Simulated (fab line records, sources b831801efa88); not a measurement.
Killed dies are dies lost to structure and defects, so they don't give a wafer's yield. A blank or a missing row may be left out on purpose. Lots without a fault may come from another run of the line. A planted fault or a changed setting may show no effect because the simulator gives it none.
fab line records | flow sky130
record lots=7 wafers=21 last_day=49
route steps=708 shown METAL1@446 VIA1@458
lots that met no fault: from a run of the same line without faults
start_h: hours from the record's first day to the start of the lot's first wafer shown | wait_h: hours since the lot's step before | " the same as in the row above | L1.1+2: a row that stands for several wafers | - no value, or no start given | * or withheld: withheld | < > ~ a bound
route shown NAME@n: a module of which the file shows steps, and the number in the route of the first | usual: mean/standard deviation of fault-free wafers | same: alike in all rows | chamber/n: place in a boat | sites: the reading at each site | _std_site: their standard deviation | _edge_site: outer sites' mean less inner sites' | radius_mm: how far each site lies from the wafer's centre | mask NAME#n: copy n | behind: the tool/chamber that last shaped the wafer | hold: why the lot was held/for how many hours/how that ended | device: the transistor (n, p or np) that didn't switch | end of line: the same wafers' tests at the end of the route | a step without rows: its recipe alone | killed: dies lost to structure and defects at the first sort, not the wafer's yield | map: a wafer's dies, x killed, . not, _ none there
set.NAME: the setting as run; set.NAME@STEP: as run at that earlier step | model.NAME: the simulator's own value behind a step, which no gauge read
lots at some steps of the route; a table a step, a row a wafer
services: from which hour (start_h, from the record's first day; less than 0 if before it) a tool's chamber was out of use, for how many hours, and why
## steps
# step SKY_METAL1_EXPOSE_12
# recipe mask_id=MM1 na=0.8 source_shape=annular sigma_inner=0.55 sigma_outer=0.85 target_cd_nm=140 dose_mj=28
# step SKY_METAL1_PEB_13
# recipe peb_temp_c=withheld peb_time_s=withheld resist=KrF-thick
# step SKY_METAL1_DEVELOP_14
# recipe develop_time_s=60 resist=KrF-thick dev_temp_c=21
# step SKY_METAL1_CD_MEAS_15
# recipe target_cd_nm=140
# usual cd_nm=139.9/1.3
# columns lot.wafer tool chamber start_h wait_h cd_nm
L277.2 cd_sem-02 - 778.50 - 139.9
L277.3 " - " " 140.8
L277.5 " - " " 142.6
L282.2 cd_sem-02 - 815.34 - 140.5
L282.3 " - " " 140.9
L282.5 " - " " 139.3
L283.1 cd_sem-02 - 824.91 - 139.8
L283.3 " - " " 138.9
L283.5 " - " " 140.0
L284.1 cd_sem-02 - 826.07 - 141.6
L284.4 " - " " 142.2
L284.6 " - " " 142.9
L287.1 cd_sem-01 - 844.17 - 141.6
L287.2 " - " " 139.1
L287.3 " - " " 140.9
L290.1 cd_sem-01 - 857.16 - 141.0
L290.5 " - " " 140.5
L290.6 " - " " 140.8
L295.1 cd_sem-01 - 895.06 - 137.4
L295.5 " - " " 137.3
L295.6 " - " " 135.7
# step SKY_METAL1_OVL_MEAS_16
# usual METAL1_OVL=7/5.2
# columns lot.wafer tool chamber start_h wait_h METAL1_OVL[nm]
L277.2 overlay-01 - 778.61 0.1 6
L277.3 " - " " 15
L277.5 " - " " 19
L282.2 overlay-02 - 815.44 0.1 5
L282.3 " - " " 8
L282.5 " - " " 5
L283.1 overlay-02 - 825.03 0.1 11
L283.3 " - " " 7
L283.5 " - " " 8
L284.1 overlay-02 - 826.19 0.1 13
L284.4 " - " " 4
L284.6 " - " " 7
L287.1 overlay-02 - 844.29 0.1 4
L287.2 " - " " 2
L287.3 " - " " 5
L290.1 overlay-01 - 857.28 0.1 13
L290.5 " - " " 11
L290.6 " - " " 9
L295.1 overlay-02 - 895.18 0.1 6
L295.5 " - " " -1
L295.6 " - " " 5
# step SKY_METAL1_DESCUM_17
# recipe chemistry=O2 source_power_w=150 bias_power_w=0 pressure_mtorr=10 temp_c=40 time_s=8
# usual drypump_motor_current_A=5.6/0.46 oes_product_au=1.003/0.014 rf_fwd_power_W=147.1/0.65
# columns lot.wafer tool chamber start_h wait_h drypump_motor_current_A oes_product_au rf_fwd_power_W rf_hours_counter_h
L277.2 rie_metal-04 1 778.64 0.0 6.1 0.983 147.8 12
L277.3 " 0 " " 5.0 0.996 146.9 -
L277.5 " 0 " " 5.0 0.993 147.2 -
L282.2 rie_metal-04 0 815.47 0.0 5.0 1.001 146.7 13
L282.3 " 1 " " 6.1 0.988 147.2 -
L282.5 " 1 " " 6.1 0.995 147.5 -
L283.1 rie_metal-04 0 825.07 0.0 5.0 1.006 146.3 14
L283.3 " 1 " " 6.1 0.999 147.2 -
L283.5 " 1 " " 6.1 0.991 147.3 -
L284.1 rie_metal-03 0 826.22 0.0 5.3 1.027 146.8 17
L284.4 " 1 " " 5.6 1.031 146.8 -
L284.6 " 0 " " 5.3 1.016 147.1 -
L287.1 rie_metal-04 1 844.32 0.0 6.1 0.998 148.1 15
L287.2 " 1 " " 6.1 0.991 148.0 -
L287.3 " 1 " " 6.1 0.993 147.8 -
L290.1 rie_metal-03 0 857.32 0.0 5.3 1.018 147.5 18
L290.5 " 1 " " 5.6 1.027 147.0 -
L290.6 " 0 " " 5.3 1.005 147.1 -
L295.1 rie_metal-04 0 895.22 0.0 5.0 1.008 145.9 16
L295.5 " 0 " " 5.0 0.998 147.3 -
L295.6 " 1 " " 6.1 1.002 147.3 -
# step SKY_METAL1_ETCH_18
# recipe chemistry=N2/H2 target=BARC ion_energy_ev=200 bias_w=100 pressure_mtorr=30 n2_flow_sccm=100 h2_flow_sccm=200 icp_w=500 stop_on=SiO2 time_s=45.9 target_depth_a=600
# usual drypump_motor_current_A=5.6/0.46 oes_product_au=0.855/0.0051 rf_fwd_power_W=495.5/1.7 throttle_valve_pct=13.225/0.0093
# columns lot.wafer tool chamber start_h wait_h drypump_motor_current_A oes_product_au rf_fwd_power_W rf_hours_counter_h throttle_valve_pct
L277.2 rie_metal-04 1 778.67 0.0 6.2 0.864 498.6 12 13.224
L277.3 " 0 " " 5.0 0.866 494.1 - 13.214
L277.5 " 0 " " 5.0 0.859 493.2 - 13.222
L282.2 rie_metal-04 0 815.51 0.0 5.0 0.849 494.3 13 13.218
L282.3 " 1 " " 6.2 0.862 498.7 - 13.228
L282.5 " 1 " " 6.2 0.855 496.9 - 13.237
L283.1 rie_metal-04 0 825.10 0.0 5.0 0.864 494.8 14 13.238
L283.3 " 1 " " 6.1 0.859 494.2 - 13.231
L283.5 " 1 " " 6.1 0.853 494.3 - 13.217
L284.1 rie_metal-03 0 826.26 0.0 5.3 0.854 494.4 17 13.217
L284.4 " 1 " " 5.6 0.856 493.4 - 13.214
L284.6 " 0 " " 5.3 0.854 492.7 - 13.222
L287.1 rie_metal-04 1 844.39 0.1 6.1 0.859 497.3 15 13.220
L287.2 " 1 " " 6.2 0.853 497.4 - 13.209
L287.3 " 1 " " 6.2 0.852 497.3 - 13.223
L290.1 rie_metal-03 0 857.35 0.0 5.3 0.859 490.9 18 13.221
L290.5 " 1 " " 5.6 0.843 498.5 - 13.215
L290.6 " 0 " " 5.3 0.853 493.7 - 13.234
L295.1 rie_metal-04 0 895.25 0.0 5.0 0.847 493.8 16 13.221
L295.5 " 0 " " 5.0 0.854 494.9 - 13.216
L295.6 " 1 " " 6.2 0.859 494.0 - 13.213
# step SKY_METAL1_METAL_ETCH_19
# recipe target_depth_a=3600 stop_on=SiO2 over_etch_frac=0.3 time_s=78 chemistry=Cl2/BCl3 resist_sidewall_deg=88 pressure_mtorr=10 icp_w=900 bias_w=48.5 Cl2_flow_sccm=60 bcl3_flow_sccm=30
# step SKY_METAL1_STRIP_20
# recipe chemistry=O2/N2 power_w=1400 pressure_mtorr=1500 platen_temp_c=withheld o2_flow_sccm=3000 n2_flow_sccm=300 overash_fraction=0.5
# usual drypump_motor_current_A=5.68/0.3 oes_product_au=0.342/0.0054 strip_time_to_endpoint_s=2.68/0.068
# columns lot.wafer tool chamber start_h wait_h drypump_motor_current_A oes_product_au rf_hours_counter_h strip_time_to_endpoint_s
L277.2 plasma_asher-02 0 778.82 0.1 5.41 0.357 34 2.72
L277.3 " 1 " " 6.04 0.344 - 2.71
L277.5 " 0 " " 5.42 0.351 - 2.66
L282.2 plasma_asher-02 0 815.66 0.1 5.41 0.351 37 2.74
L282.3 " 1 " " 6.03 0.338 - 2.77
L282.5 " 0 " " 5.42 0.349 - 2.77
L283.1 plasma_asher-04 1 825.25 0.1 5.91 0.346 7 2.67
L283.3 " 0 " " 5.37 0.338 - 2.75
L283.5 " 1 " " 5.93 0.350 - 2.73
L284.1 plasma_asher-04 0 826.41 0.1 5.45 0.341 7 2.63
L284.4 " 0 " " 5.41 0.331 - 2.52
L284.6 " 1 " " 5.91 0.336 - 2.63
L287.1 plasma_asher-02 0 844.69 0.1 5.43 0.343 40 2.76
L287.2 " 1 " " 6.02 0.347 40 2.76
L287.3 " 0 " " 5.42 0.355 - 2.76
L290.1 plasma_asher-04 0 857.50 0.1 5.42 0.342 10 2.62
L290.5 " 1 " " 5.91 0.338 - 2.56
L290.6 " 0 " " 5.41 0.341 - 2.63
L295.1 plasma_asher-04 0 895.40 0.1 5.43 0.341 14 2.69
L295.5 " 1 " " 5.91 0.341 - 2.68
L295.6 " 0 " " 5.40 0.345 - 2.73
# step SKY_METAL1_STRIP_21
# recipe chemistry=post_etch_residue_remover time_s=1200 temp_c=72.5
# step SKY_METAL1_CLEAN_22
# recipe chemistry=IPA time_s=180 temp_c=25
# step SKY_METAL1_CLEAN_23
# recipe chemistry=O3/DIW dry=n2_spin
# step SKY_VIA1_HDPCVD_00
# recipe material=SiO2 target_thk_nm=1030 sigma_open_frac=0.3 time_s=171.7 temp_c=400 sih4_flow_sccm=60 pressure_mtorr=6
# columns lot.wafer tool chamber start_h wait_h
L277.2+3+5 hdpcvd-02 0,2,1 779.47 0.0
L282.2+3+5 hdpcvd-01 0,2,0 816.25 0.0
L283.1+3+5 hdpcvd-02 1,0,1 825.98 0.0
L284.1+4+6 hdpcvd-01 0,0,2 827.05 0.0
L287.1+2+3 hdpcvd-02 0,1,2 845.29 0.0
L290.1+5+6 hdpcvd-02 2,0,1 858.18 0.0
L295.1+5+6 hdpcvd-01 0,2,1 895.99 0.0
# step SKY_VIA1_THK_MEAS_01
# recipe reads=SiO2_of_VIA1_HDPCVD_00
# usual VIA1_HDPCVD_THK=1030/12
# columns lot.wafer tool chamber start_h wait_h VIA1_HDPCVD_THK[nm]
L277.2 film_metro-04 - 779.59 0.1 1051
L277.3 " - " " 1024
L277.5 " - " " 1008
L282.2 film_metro-03 - 816.37 0.1 1023
L282.3 " - " " 1018
L282.5 " - " " 1021
L283.1 film_metro-03 - 826.09 0.1 1010
L283.3 " - " " 896
L283.5 " - " " 1004
L284.1 film_metro-03 - 827.16 0.1 1036
L284.4 " - " " 1043
L284.6 " - " " 1035
L287.1 film_metro-03 - 845.40 0.1 885
L287.2 " - " " 1022
L287.3 " - " " 1027
L290.1 film_metro-02 - 858.29 0.1 1031
L290.5 " - " " 888
L290.6 " - " " 984
L295.1 film_metro-03 - 896.11 0.1 1018
L295.5 " - " " 1025
L295.6 " - " " 1027
# step SKY_VIA1_CMP_02
# recipe material=SiO2 down_force_psi=4 platen_rpm=60 pad_velocity_m_s=0.94248
# usual motor_current_A=12.2/1.2
# columns lot.wafer tool chamber start_h wait_h motor_current_A
L277.3 cmp-02 1 779.64 0.0 12.0
L277.2 " 2 " " 14.5
L277.5 " 2 " " 13.7
L282.2 cmp-02 2 816.42 0.0 13.6
L282.3 " 3 " " 14.2
L282.5 " 3 " " 13.2
L283.1 cmp-02 0 826.15 0.1 11.7
L283.3 " 3 " " 13.7
L283.5 " 1 " " 11.7
L284.4 cmp-02 3 827.22 0.0 14.0
L284.1 " 1 " " 11.2
L284.6 " 3 " " 13.1
L287.1 cmp-02 0 845.46 0.1 11.3
L287.2 " 1 " " 12.0
L287.3 " 3 " " 13.8
L290.1 cmp-02 3 858.35 0.1 13.7
L290.5 " 3 " " 13.4
L290.6 " 0 " " 11.7
L295.1 cmp-02 3 896.22 0.1 14.3
L295.6 " 2 " " 13.8
L295.5 " 3 " " 13.7
# step SKY_VIA1_BOW_MEAS_03
# recipe mode=bow
# usual VIA1_BOW=83/6.7
# columns lot.wafer tool chamber start_h wait_h VIA1_BOW[um]
L277.2 film_metro-03 - 779.96 0.2 82
L277.3 " - " " 85
L277.5 " - " " 86
L282.2 film_metro-04 - 816.74 0.3 76
L282.3 " - " " 87
L282.5 " - " " 94
L283.1 film_metro-03 - 826.45 0.2 77
L283.3 " - " " 68
L283.5 " - " " 79
L284.1 film_metro-03 - 827.52 0.1 77
L284.4 " - " " 78
L284.6 " - " " 77
L287.1 film_metro-04 - 845.76 0.2 85
L287.2 " - " " 86
L287.3 " - " " 85
L290.1 film_metro-02 - 858.65 0.2 90
L290.5 " - " " 84
L290.6 " - " " 88
L295.1 film_metro-03 - 896.49 0.2 80
L295.5 " - " " 88
L295.6 " - " " 76
# step SKY_VIA1_DEHYDRATE_04
# recipe temp_c=200 time_s=60
# step SKY_VIA1_HMDS_05
# recipe prime_time_s=60 prime_temp_c=120
# step SKY_VIA1_COAT_06
# recipe resist=BARC temp_c=withheld time_s=withheld spin_rpm=3000 resist_thk_nm=60
# step SKY_VIA1_COAT_07
# recipe resist=KrF-thick spin_rpm=3000 resist_thk_nm=450
# step SKY_VIA1_SOFTBAKE_08
# recipe temp_c=100 time_s=90 resist=KrF-thick
# step SKY_VIA1_EXPOSE_09
# recipe mask_id=VIM na=0.8 source_shape=annular sigma_inner=0.55 sigma_outer=0.85 target_cd_nm=150 dose_mj=38
# step SKY_VIA1_PEB_10
# recipe peb_temp_c=withheld peb_time_s=withheld resist=KrF-thick
# step SKY_VIA1_DEVELOP_11
# recipe develop_time_s=60 resist=KrF-thick dev_temp_c=21
# step SKY_VIA1_CD_MEAS_12
# recipe target_cd_nm=150
# usual cd_nm=150.4/1.8
# columns lot.wafer tool chamber start_h wait_h cd_nm
L277.2 cd_sem-01 - 806.65 - 150.4
L277.3 " - " " 148.5
L277.5 " - " " 148.7
L282.2 cd_sem-02 - 843.60 - 150.8
L282.3 " - " " 149.0
L282.5 " - " " 151.5
L283.1 cd_sem-02 - 851.53 - 149.7
L283.3 " - " " 149.3
L283.5 " - " " 150.3
L284.1 cd_sem-02 - 853.58 - 150.1
L284.4 " - " " 152.5
L284.6 " - " " 150.6
L287.1 cd_sem-02 - 870.83 - 153.1
L287.2 " - " " 153.4
L287.3 " - " " 151.6
L290.1 cd_sem-02 - 883.85 - 149.9
L290.5 " - " " 149.7
L290.6 " - " " 148.8
L295.1 cd_sem-01 - 921.61 - 151.7
L295.5 " - " " 151.2
L295.6 " - " " 151.7
# step SKY_VIA1_OVL_MEAS_13
# usual VIA1_OVL=3/6.1
# columns lot.wafer tool chamber start_h wait_h VIA1_OVL[nm]
L277.2 overlay-01 - 806.76 0.1 -5
L277.3 " - " " -1
L277.5 " - " " 2
L282.2 overlay-02 - 843.71 0.1 7
L282.3 " - " " 11
L282.5 " - " " 12
L283.1 overlay-02 - 851.65 0.1 0
L283.3 " - " " 4
L283.5 " - " " 5
L284.1 overlay-02 - 853.70 0.1 -5
L284.4 " - " " 0
L284.6 " - " " -2
L287.1 overlay-01 - 870.95 0.1 -5
L287.2 " - " " 0
L287.3 " - " " 7
L290.1 overlay-01 - 883.97 0.1 -3
L290.5 " - " " -5
L290.6 " - " " 8
L295.1 overlay-01 - 921.73 0.1 6
L295.5 " - " " -1
L295.6 " - " " 7
# step SKY_VIA1_ETCH_14
# recipe chemistry=N2/H2 target=BARC ion_energy_ev=200 source_w=500 bias_w=100 pressure_mtorr=30 n2_flow_sccm=100 h2_flow_sccm=200 stop_on=SiO2 time_s=45.9 target_depth_a=600
# usual drypump_motor_current_A=5.9/0.41 oes_product_au=0.854/0.0053 rf_fwd_power_W=494.7/2.3 throttle_valve_pct=13.223/0.0096
# columns lot.wafer tool chamber start_h wait_h drypump_motor_current_A oes_product_au rf_fwd_power_W rf_hours_counter_h throttle_valve_pct
L277.2 rie_diel-03 3 806.79 0.0 6.1 0.856 492.3 20 13.225
L277.3 " 1 " " 6.3 0.854 492.4 13 13.207
L277.5 " 3 " " 6.1 0.852 492.4 - 13.222
L282.2 rie_diel-04 0 843.74 0.0 5.5 0.864 498.6 0 13.225
L282.3 " 3 " " 5.4 0.854 494.7 7 13.208
L282.5 " 0 " " 5.5 0.866 495.9 - 13.237
L283.1 rie_diel-03 3 851.69 0.0 6.1 0.863 493.7 21 13.228
L283.3 " 1 " " 6.3 0.853 490.0 14 13.234
L283.5 " 1 " " 6.3 0.847 489.0 - 13.222
L284.1 rie_diel-04 1 853.74 0.0 5.6 0.847 493.0 1 13.226
L284.4 " 2 " " 5.6 0.855 497.5 12 13.215
L284.6 " 2 " " 5.6 0.863 493.9 - 13.226
L287.1 rie_diel-04 1 870.99 0.0 5.6 0.844 493.4 2 13.227
L287.2 " 2 " " 5.6 0.857 496.2 12 13.228
L287.3 " 0 " " 5.6 0.852 498.0 1 13.212
L290.1 rie_diel-04 1 884.01 0.0 5.5 0.852 495.3 2 13.204
L290.5 " 1 " " 5.6 0.837 495.4 - 13.214
L290.6 " 0 " " 5.5 0.853 497.2 - 13.219
L295.1 rie_diel-03 2 921.77 0.0 5.5 0.853 493.3 18 13.224
L295.5 " 3 " " 6.2 0.850 495.1 - 13.233
L295.6 " 2 " " 5.5 0.854 493.2 - 13.230
# step SKY_VIA1_ETCH_15
# recipe target=SiO2 chemistry=C4F8/O2/Ar target_depth_nm=351 stop_on=TiN mask_material=KrF-thick source_w=1500 bias_w=1200 pressure_mtorr=40 c4f8_flow_sccm=withheld O2_flow_sccm=6 Ar_flow_sccm=300 time_s=54
# usual oes_product_au=0.981/0.0056 rf_fwd_power_W=1485/6.6
# columns lot.wafer tool chamber start_h wait_h oes_product_au rf_fwd_power_W rf_hours_counter_h
L277.2 rie_diel-03 3 806.83 0.0 0.977 1481 20
L277.3 " 1 " " 0.981 1470 13
L277.5 " 3 " " 0.980 1483 -
L282.2 rie_diel-04 0 843.78 0.0 0.984 1497 0
L282.3 " 3 " " 0.974 1486 7
L282.5 " 0 " " 0.987 1494 -
L283.1 rie_diel-03 3 851.73 0.0 0.984 1484 21
L283.3 " 1 " " 0.740 1475 14
L283.5 " 1 " " 0.981 1471 -
L284.1 rie_diel-04 1 853.78 0.0 0.976 1483 1
L284.4 " 2 " " 0.985 1483 12
L284.6 " 2 " " 0.988 1485 -
L287.1 rie_diel-04 1 871.03 0.0 0.749 1484 2
L287.2 " 2 " " 0.974 1486 12
L287.3 " 0 " " 0.981 1500 1
L290.1 rie_diel-04 1 884.05 0.0 0.976 1487 2
L290.5 " 1 " " 0.752 1485 -
L290.6 " 0 " " 0.978 1494 -
L295.1 rie_diel-03 2 921.81 0.0 0.981 1485 18
L295.5 " 3 " " 0.983 1486 -
L295.6 " 2 " " 0.991 1478 -
# step SKY_VIA1_STRIP_16
# recipe chemistry=O2/N2 power_w=1400 pressure_mtorr=1500 platen_temp_c=withheld o2_flow_sccm=3000 n2_flow_sccm=300 overash_fraction=0.5
## services
# columns tool chamber start_h hours kind
cmp-02 - 758.89 4.4 pm
rie_metal-04 - 775.01 0.3 repair
rie_diel-04 1 786.40 - clean
rie_diel-04 1 786.40 15.8 scheduled_down
rie_diel-04 1 786.40 15.8 vent_cycle
rie_diel-03 2 789.80 3.1 repair
hdpcvd-01 - 792.09 6.0 pm
plasma_asher-04 - 795.17 9.1 repair
cmp-02 - 797.44 2.2 repair
cmp-02 - 800.26 9.4 pm
rie_diel-04 1 802.22 1.7 repair
rie_metal-04 - 806.64 0.5 repair
rie_diel-04 0 808.61 - clean
hdpcvd-01 - 821.13 0.5 repair
rie_metal-04 0 833.56 19.6 repair
plasma_asher-02 - 850.81 1.6 repair
cmp-02 - 860.20 5.3 repair
rie_metal-04 1 860.52 4.6 repair
hdpcvd-02 - 872.97 1.1 repair
rie_metal-04 1 897.34 - clean
rie_metal-04 1 897.34 15.6 scheduled_down
rie_metal-04 1 897.34 15.6 vent_cycle
cmp-02 - 912.21 4.0 pm
cmp-02 - 917.57 1.1 repair
## key
first_sign step=SKY_VIA1_THK_MEAS_01 reading=VIA1_HDPCVD_THK direction=down sigmas=11 usual=1030 struck=890
effect step=SKY_VIA1_ETCH_15 reading=oes_product_au direction=down sigmas=42 usual=0.981 struck=0.747
met_at SKY_VIA1_HDPCVD_00
struck_wafers L283.3,L287.1,L290.5
sort_left_out L283.3,L287.1,L290.5
onset_between 779.47 825.98
fault kind=site_profile_drift tool=hdpcvd-02 chamber=0 onset_h=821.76 steps=SKY_VIA1_HDPCVD_00 basis=fraction max_abs_drift=0.29501 slope_share_per_hr=65.557 site_pattern=0,0,0,0,0,-1,-1,-1,-1
# sort_left_out: the simulated sort isn't trusted on such a fault, so these wafers' sort isn't shown, and their yield isn't known
